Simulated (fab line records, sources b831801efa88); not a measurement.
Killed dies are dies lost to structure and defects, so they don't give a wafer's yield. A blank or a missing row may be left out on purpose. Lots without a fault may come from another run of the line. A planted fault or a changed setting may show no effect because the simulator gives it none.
Which tool did it? | flow sky130 | 11 lots, 33 wafers sampled, at 4 steps of a route of 708

WHAT THE GAUGES READ, wafer by wafer
SKY_SD_N_RS_MEAS_16: measures by four-point-probe. Usual: SD_N_RS 68.50 ohm/sq, standard deviation 0.13.
lot  | measured     | on            | SD_N_RS (ohm/sq)  | flag
L448 | day 29 08:29 | film_metro-02 | 68.50 68.65 68.55 |
L449 | day 29 11:54 | film_metro-03 | 68.29 68.29 68.36 |
L451 | day 29 23:10 | film_metro-02 | 68.40 68.60 68.58 |
L452 | day 30 08:01 | film_metro-01 | 68.70 68.52 68.67 |
L456 | day 31 15:55 | film_metro-02 | 68.45 68.67 68.56 |
L463 | day 34 02:33 | film_metro-03 | 68.45 68.54 68.59 |
L464 | day 34 06:43 | film_metro-03 | 68.33 68.54 68.28 |
L466 | day 34 23:02 | film_metro-02 | 68.58 68.53 68.69 |
L468 | day 35 06:50 | film_metro-01 | 68.55 68.61 68.65 |
L470 | day 35 18:04 | film_metro-01 | 68.45 68.61 68.48 |
L471 | day 36 03:25 | film_metro-03 | 68.36 68.34 68.50 |

SKY_LI_CONTACT_THK_MEAS_01. Usual: LI_CONTACT_HDPCVD_THK 930 nm, standard deviation 12.
lot  | measured     | on            | LI_CONTACT_HDPCVD_THK (nm) | flag
L448 | day 29 08:57 | film_metro-03 | 942 944 938                |
L449 | day 29 12:22 | film_metro-03 | 919 913 904                |
L451 | day 29 23:38 | film_metro-03 | 922 937 928                |
L452 | day 30 08:30 | film_metro-03 | 899 913 910                |
L456 | day 31 16:23 | film_metro-03 | 918 922 926                |
L463 | day 34 03:02 | film_metro-03 | 1372 930 904               | OFF
L464 | day 34 07:10 | film_metro-01 | 917 1378 917               | OFF
L466 | day 34 23:31 | film_metro-01 | 940 949 953                |
L468 | day 35 07:19 | film_metro-01 | 941 926 943                |
L470 | day 35 18:32 | film_metro-02 | 950 935 943                |
L471 | day 36 03:53 | film_metro-02 | 953 943 944                |

WHICH TOOL RAN EACH LOT (tool, then ch and the chambers of the sampled wafers, then the start)
lot  | SKY_SD_N_STRIP_11                    | SKY_LI_CONTACT_HDPCVD_00
L448 | plasma_asher-01 ch 0,1, day 29 08:05 | hdpcvd-02 ch 1,2, day 29 08:50
L449 | plasma_asher-01 ch 0,1, day 29 11:31 | hdpcvd-01 ch 0,2, day 29 12:14
L451 | plasma_asher-01 ch 0,1, day 29 22:47 | hdpcvd-02 ch 0,1,2, day 29 23:32
L452 | plasma_asher-03 ch 0,1, day 30 07:38 | hdpcvd-01 ch 0,1,2, day 30 08:24
L456 | plasma_asher-03 ch 0,1, day 31 15:32 | hdpcvd-02 ch 0,1, day 31 16:17
L463 | plasma_asher-03 ch 0,1, day 34 02:05 | hdpcvd-01 ch 0,1,2, day 34 02:56
L464 | plasma_asher-03 ch 0,1, day 34 06:19 | hdpcvd-01 ch 0,1, day 34 07:03
L466 | plasma_asher-04 ch 0,1, day 34 22:38 | hdpcvd-02 ch 0,1,2, day 34 23:24
L468 | plasma_asher-04 ch 0,1, day 35 06:26 | hdpcvd-02 ch 1,2, day 35 07:11
L470 | plasma_asher-01 ch 0,1, day 35 17:41 | hdpcvd-02 ch 1,2, day 35 18:26
L471 | plasma_asher-01 ch 0,1, day 36 03:02 | hdpcvd-02 ch 1,2, day 36 03:47
- SKY_SD_N_STRIP_11: strips in O2/N2.
- SKY_LI_CONTACT_HDPCVD_00: deposits PSG, target thk 930 nm, time 155 s.

WHAT THE TOOLS THEMSELVES READ (means of the sampled wafers that have a number; where no wafer has one, the mark that the record gives instead)
SKY_SD_N_STRIP_11. Usual: chamber_pressure_mTorr 1500.2 mTorr, standard deviation 1.4; drypump_motor_current_A 6.1 A, standard deviation 0.6; oes_product_au 0.528 a.u., standard deviation 0.0051; strip_time_to_endpoint_s 22.55 s, standard deviation 0.037.
lot  | tool            | chamber_pressure_mTorr (mTorr) | drypump_motor_current_A (A) | oes_product_au (a.u.) | strip_time_to_endpoint_s (s) | flag
L448 | plasma_asher-01 | 1500.0                         | 5.3                         | 0.528                 | 22.54                        |
L449 | plasma_asher-01 | 1499.3                         | 5.4                         | 0.521                 | 22.53                        |
L451 | plasma_asher-01 | 1500.0                         | 5.3                         | 0.528                 | 22.54                        |
L452 | plasma_asher-03 | 1500.4                         | 6.5                         | 0.527                 | 22.54                        |
L456 | plasma_asher-03 | 1500.7                         | 6.5                         | 0.528                 | 22.56                        |
L463 | plasma_asher-03 | 1500.1                         | 6.2                         | 0.526                 | 22.58                        |
L464 | plasma_asher-03 | 1500.3                         | 6.2                         | 0.527                 | 22.51                        |
L466 | plasma_asher-04 | 1499.9                         | 6.4                         | 0.526                 | 22.58                        |
L468 | plasma_asher-04 | 1499.6                         | 6.4                         | 0.531                 | 22.53                        |
L470 | plasma_asher-01 | 1501.3                         | 5.4                         | 0.525                 | 22.54                        |
L471 | plasma_asher-01 | 1499.9                         | 5.2                         | 0.528                 | 22.54                        |

SKY_LI_CONTACT_HDPCVD_00. Usual: run_length_s 183.2 s, standard deviation 0.71.
lot  | tool      | run_length_s (s) | flag
L448 | hdpcvd-02 | 183.9            |
L449 | hdpcvd-01 | 182.8            |
L451 | hdpcvd-02 | 183.5            |
L452 | hdpcvd-01 | 182.5            |
L456 | hdpcvd-02 | 183.7            |
L463 | hdpcvd-01 | 207.1            | OFF
L464 | hdpcvd-01 | 207.6            | OFF
L466 | hdpcvd-02 | 183.6            |
L468 | hdpcvd-02 | 183.9            |
L470 | hdpcvd-02 | 184.0            |
L471 | hdpcvd-02 | 184.1            |

THE ANSWER, worked out from the rows above alone
Rule: a lot is off if the mean of its wafers that have a number lies more than 3 standard deviations from the usual mean. A lot without any number at a reading at which 4 lots or more have one is off too. The other lots that the step has rows for count as sound. The gauges are gone through in route order, then the tools' own readings, and for those a lot's mean is taken as printed above. The first step at which some lot is off is used, and at that step the reading that is off furthest; a lot without a number counts as furthest.
Off: L463, L464, at SKY_LI_CONTACT_THK_MEAS_01 (LI_CONTACT_HDPCVD_THK).
A tool fits if, at a process step before that reading, it ran every lot that is off, and no sound lot after the first of them. The gauges at SKY_LI_CONTACT_THK_MEAS_01 aren't tried: what is off there is off at SKY_LI_CONTACT_HDPCVD_00 too, on other tools, and a gauge's error can't cause that. Can't be told from this: 2 tools fit, plasma_asher-03 at SKY_SD_N_STRIP_11, hdpcvd-01 at SKY_LI_CONTACT_HDPCVD_00.

WHAT THE SIMULATOR HAD PUT IN
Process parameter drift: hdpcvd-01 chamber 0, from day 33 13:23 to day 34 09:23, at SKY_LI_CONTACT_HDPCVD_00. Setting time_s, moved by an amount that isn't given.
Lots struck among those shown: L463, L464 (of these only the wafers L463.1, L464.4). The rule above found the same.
